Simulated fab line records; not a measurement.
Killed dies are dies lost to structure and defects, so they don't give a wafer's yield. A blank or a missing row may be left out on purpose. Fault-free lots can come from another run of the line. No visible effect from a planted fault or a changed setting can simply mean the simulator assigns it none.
Commonality check across tools -- flow sky130 -- 42 wafers sampled across 14 lots

THE REASON FOR OPENING IT
At SKY_SD_N_OVL_MEAS_08 the reading SD_N_OVL is flagged on 4 of 14 lots. Wafers without a fault read 1.4 nm, standard deviation 1.3.
Rule: a lot is flagged when every wafer of it that has a number lies more than 4 standard deviations from that mean, or none has a number. As for the other lots, they are considered sound.

lot,measured,on,"SD_N_OVL (nm), wafer by wafer",flag
L326,day 27 19:40,overlay-01,1.5 2.9 1.5,
L327,day 28 18:18,overlay-02,3.2 1.2 1.1,
L328,day 29 00:11,overlay-02,2.6 2.2 4.5,
L331,day 29 21:00,overlay-02,0.6 1.1 2.2,
L330,day 29 23:38,overlay-01,3.2 2.9 3.0,
L336,day 32 01:29,overlay-02,0.6 2.3 2.9,
L338,day 32 08:56,overlay-02,182.1 182.9 182.1,FLAGGED
L339,day 33 06:39,overlay-02,186.0 185.2 183.9,FLAGGED
L341,day 34 05:09,overlay-02,183.4 181.1 183.7,FLAGGED
L342,day 34 07:41,overlay-02,182.6 184.0 182.6,FLAGGED
L343,day 34 23:49,overlay-01,2.4 2.9 2.2,
L344,day 35 04:12,overlay-02,0.5 1.4 -0.3,
L346,day 35 13:54,overlay-01,1.3 -2.5 0.8,
L349,day 36 00:52,overlay-02,0.9 2.7 1.0,
The numbers of the flagged lots are 183.3 nm on average: +181.9 nm against the usual, or +99 or more standard deviations.

WHICH TOOL EACH LOT WENT THROUGH
The record holds 1 process step before the reading, out of a route of 708 steps. Cell contents, in order: the tool; ch with the chambers the sampled wafers went through; the start.
lot,flag,SKY_SD_N_EXPOSE_04
L326,,"iline_stepper-01 ch 0, day 27 05:18"
L327,,"iline_stepper-01 ch 0, day 28 03:50"
L328,,"iline_stepper-01 ch 0, day 28 10:04"
L331,,"iline_stepper-01 ch 0, day 29 06:57"
L330,,"iline_stepper-02 ch 0, day 29 10:00"
L336,,"iline_stepper-02 ch 0, day 31 11:40"
L338,FLAGGED,"iline_stepper-02 ch 0, day 31 18:59"
L339,FLAGGED,"iline_stepper-02 ch 0, day 32 17:17"
L341,FLAGGED,"iline_stepper-02 ch 0, day 33 16:23"
L342,FLAGGED,"iline_stepper-02 ch 0, day 33 18:21"
L343,,"iline_stepper-01 ch 0, day 34 10:39"
L344,,"iline_stepper-01 ch 0, day 34 15:14"
L346,,"iline_stepper-01 ch 0, day 35 01:03"
L349,,"iline_stepper-01 ch 0, day 35 12:14"
These steps, and what they do:
- SKY_SD_N_EXPOSE_04: exposes mask NSDM, target cd 380 nm.
- SKY_SD_N_OVL_MEAS_08

FLAGGED OVER TOTAL, TOOL BY TOOL (the gauges that took the reading come last)
step,tool,lots run,flagged,share of the flagged lots,sound lots run after its first flagged lot
SKY_SD_N_EXPOSE_04,iline_stepper-01,8,0,none,-
SKY_SD_N_EXPOSE_04,iline_stepper-02,6,4,all,0
SKY_SD_N_OVL_MEAS_08,overlay-01,4,0,none,-
SKY_SD_N_OVL_MEAS_08,overlay-02,10,4,all,"2 (L344,L349)"

THE TABLE: WHAT IT ALLOWS
Rows of the table that ran all the flagged lots, 2 in number: iline_stepper-02 at SKY_SD_N_EXPOSE_04; overlay-02 at SKY_SD_N_OVL_MEAS_08.
- iline_stepper-02 at SKY_SD_N_EXPOSE_04: 4 of its 6 lots flagged. A fault beginning between L336 (day 31 11:40), its last sound lot, and L338 (day 31 18:59), its first flagged one, fits the data.
- overlay-02 at SKY_SD_N_OVL_MEAS_08: 4 of its 10 lots flagged. After the first flagged lot (L344, L349), sound lots still ran on it; a lasting fault on the whole tool would not permit that.
Left over: one tool, iline_stepper-02 at SKY_SD_N_EXPOSE_04.

WHAT THE SIMULATOR HAD PUT IN
Scanner matching overlay: iline_stepper-02, from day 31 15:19 on, at SKY_SD_N_EXPOSE_04. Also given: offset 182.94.
Struck lots among those shown: L338, L339, L341, L342. The rule above found the same.
